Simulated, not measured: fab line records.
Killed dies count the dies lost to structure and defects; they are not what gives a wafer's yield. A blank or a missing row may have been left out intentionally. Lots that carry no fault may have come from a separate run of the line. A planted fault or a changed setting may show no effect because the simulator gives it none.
Which tool was responsible? | flow sky130 | 15 lots, 45 wafers sampled, at 4 steps of a route of 708

## WHAT THE GAUGES SHOWED, per wafer
SKY_VT_ADJUST_PCH_OVL_MEAS_07. Usual: for VT_ADJUST_PCH_OVL the level is -0.6 nm and the standard deviation is 1.6.
lot  | measured     | on         | VT_ADJUST_PCH_OVL (nm) | flag
L429 | day 10 15:41 | overlay-02 | 2.7 2.0 3.1            |
L430 | day 10 21:22 | overlay-01 | -2.9 -1.6 -1.7         |
L431 | day 11 05:48 | overlay-02 | 1.5 -1.0 2.2           |
L434 | day 12 02:34 | overlay-02 | -1.3 0.4 0.5           |
L436 | day 12 14:25 | overlay-02 | 2.2 1.8 1.0            |
L437 | day 13 06:21 | overlay-02 | 1.2 0.9 2.0            |
L440 | day 13 20:22 | overlay-01 | -0.6 -3.0 -0.1         |
L441 | day 14 02:40 | overlay-02 | 2.1 2.0 1.1            |
L447 | day 16 05:40 | overlay-01 | -1.2 -1.8 -0.5         |
L446 | day 16 06:53 | overlay-01 | -1.4 -3.5 -4.1         |
L448 | day 16 12:20 | overlay-01 | -1.3 0.3 -2.2          |
L449 | day 16 22:15 | overlay-01 | -0.4 -1.4 -2.2         |
L451 | day 17 14:47 | overlay-02 | -2.3 -2.1 -1.7         |
L450 | day 17 15:15 | overlay-02 | -1.0 -0.7 -2.0         |
L452 | day 18 07:03 | overlay-01 | 0.0 -0.2 -0.7          |

SKY_RES_PROTECT_TW_MEAS_08. Usual: for POLY_GATE_TW the level is 4029 and the standard deviation is 25.
lot  | measured     | on            | POLY_GATE_TW   | flag
L429 | day 15 08:57 | film_metro-02 | 4031 4032 4043 |
L430 | day 15 16:37 | film_metro-02 | 4048 4034 4044 |
L431 | day 15 23:24 | film_metro-02 | 4034 4027 4061 |
L434 | day 17 08:00 | film_metro-03 | 4042 4052 4028 |
L436 | day 17 18:00 | film_metro-02 | 4013 3994 4031 |
L437 | day 18 10:48 | film_metro-02 | 4021 4031 4022 |
L440 | day 19 02:03 | film_metro-02 | 4054 4028 4034 |
L441 | day 19 09:34 | film_metro-02 | 4050 4039 4036 |
L447 | day 21 19:40 | film_metro-02 | 4016 4014 4002 |
L446 | day 21 20:56 | film_metro-04 | 3997 3984 4010 |
L448 | day 22 03:32 | film_metro-04 | 4013 4014 3994 |
L449 | day 22 12:53 | film_metro-02 | 4065 4057 4049 |
L451 | day 23 03:33 | film_metro-04 | 3982 3983 3963 |
L450 | day 23 07:31 | film_metro-04 | 3994 3988 3991 |
L452 | day 23 23:50 | film_metro-03 | 4061 4060 4064 |

SKY_POLY_GATE_CD_MEAS_13: target cd 150 nm. Usual: 150.2 nm for cd_nm, sd 1.5.
lot  | measured     | on        | cd_nm (nm)        | flag
L429 | day 16 13:17 | cd_sem-01 | 151.1 151.1 151.7 |
L430 | day 16 22:59 | cd_sem-02 | 149.1 149.7 148.9 |
L431 | day 17 07:35 | cd_sem-02 | 148.3 149.1 147.1 |
L434 | day 18 18:40 | cd_sem-01 | 151.6 151.9 152.2 |
L436 | day 19 02:15 | cd_sem-02 | 148.5 147.7 149.2 |
L437 | day 19 19:25 | cd_sem-02 | 152.5 151.6 150.0 |
L440 | day 20 13:16 | cd_sem-01 | 150.9 150.5 150.2 |
L441 | day 20 18:35 | cd_sem-01 | 148.5 147.9 148.4 |
L447 | day 23 04:11 | cd_sem-02 | - - -             | OFF
L446 | day 23 06:36 | cd_sem-01 | - - -             | OFF
L448 | day 23 12:48 | cd_sem-02 | - - -             | OFF
L449 | day 23 21:01 | cd_sem-01 | 150.7 151.1 150.0 |
L451 | day 24 11:53 | cd_sem-01 | 148.3 148.2 149.8 |
L450 | day 24 15:18 | cd_sem-01 | 147.9 147.7 149.3 |
L452 | day 25 07:24 | cd_sem-01 | 151.0 152.0 150.9 |

## EACH LOT AND THE TOOL THAT RAN IT (in order: tool; ch and the chambers of the sampled wafers; start)
lot  | SKY_POLY_GATE_PEB_11
L429 | litho_track-02 ch 0, day 16 12:00
L430 | litho_track-04 ch 0, day 16 22:00
L431 | litho_track-03 ch 0, day 17 07:00
L434 | litho_track-03 ch 0, day 18 18:00
L436 | litho_track-04 ch 0, day 19 01:00
L437 | litho_track-03 ch 0, day 19 19:00
L440 | litho_track-04 ch 0, day 20 12:00
L441 | litho_track-03 ch 0, day 20 18:00
L447 | litho_track-04, day 23 03:00
L446 | litho_track-04, day 23 06:00
L448 | litho_track-04, day 23 12:00
L449 | litho_track-03 ch 0, day 23 20:00
L451 | litho_track-02 ch 0, day 24 11:00
L450 | litho_track-04 ch 0, day 24 14:00
L452 | litho_track-04 ch 0, day 25 07:00
- SKY_POLY_GATE_PEB_11

## AS READ BY THE TOOLS THEMSELVES (means over the sampled wafers that have a number; for cases with no such wafer, the mark the record gives instead)
SKY_POLY_GATE_PEB_11. Usual: 45.1 Pa for exhaust_pa, sd 0.91.
lot  | tool           | exhaust_pa (Pa) | flag
L429 | litho_track-02 | 45.7            |
L430 | litho_track-04 | 45.4            |
L431 | litho_track-03 | 45.2            |
L434 | litho_track-03 | 46.1            |
L436 | litho_track-04 | 45.2            |
L437 | litho_track-03 | 45.3            |
L440 | litho_track-04 | 44.8            |
L441 | litho_track-03 | 46.9            |
L447 | litho_track-04 | -               | OFF
L446 | litho_track-04 | -               | OFF
L448 | litho_track-04 | -               | OFF
L449 | litho_track-03 | 44.4            |
L451 | litho_track-02 | 45.8            |
L450 | litho_track-04 | 45.5            |
L452 | litho_track-04 | 45.5            |

## THE ANSWER, worked out from the rows above alone
Rule: a lot is off if the mean of its wafers that have a number lies more than 3 standard deviations from the usual mean. Also off: a lot with no number at a reading for which 4 or more lots have one. The other lots that the step has rows for count as sound. The gauges are gone through in route order, then the tools' own readings, and for those a lot's mean is taken as printed above. The first step at which some lot is off is used, and at that step the reading that is off furthest; a lot without a number counts as furthest.
Off: L447, L446, L448 (SKY_POLY_GATE_CD_MEAS_13, cd_nm). Without a number there: L447, L446, L448.
A tool fits if, at a process step before that reading, it ran every lot that is off, and no sound lot after the first of them. The gauges at SKY_POLY_GATE_CD_MEAS_13 aren't tried: what is off there is off at SKY_POLY_GATE_PEB_11 too, on other tools, and a gauge's error can't cause that. None of those tried fits.

## WHAT THE SIMULATOR HAD PUT IN
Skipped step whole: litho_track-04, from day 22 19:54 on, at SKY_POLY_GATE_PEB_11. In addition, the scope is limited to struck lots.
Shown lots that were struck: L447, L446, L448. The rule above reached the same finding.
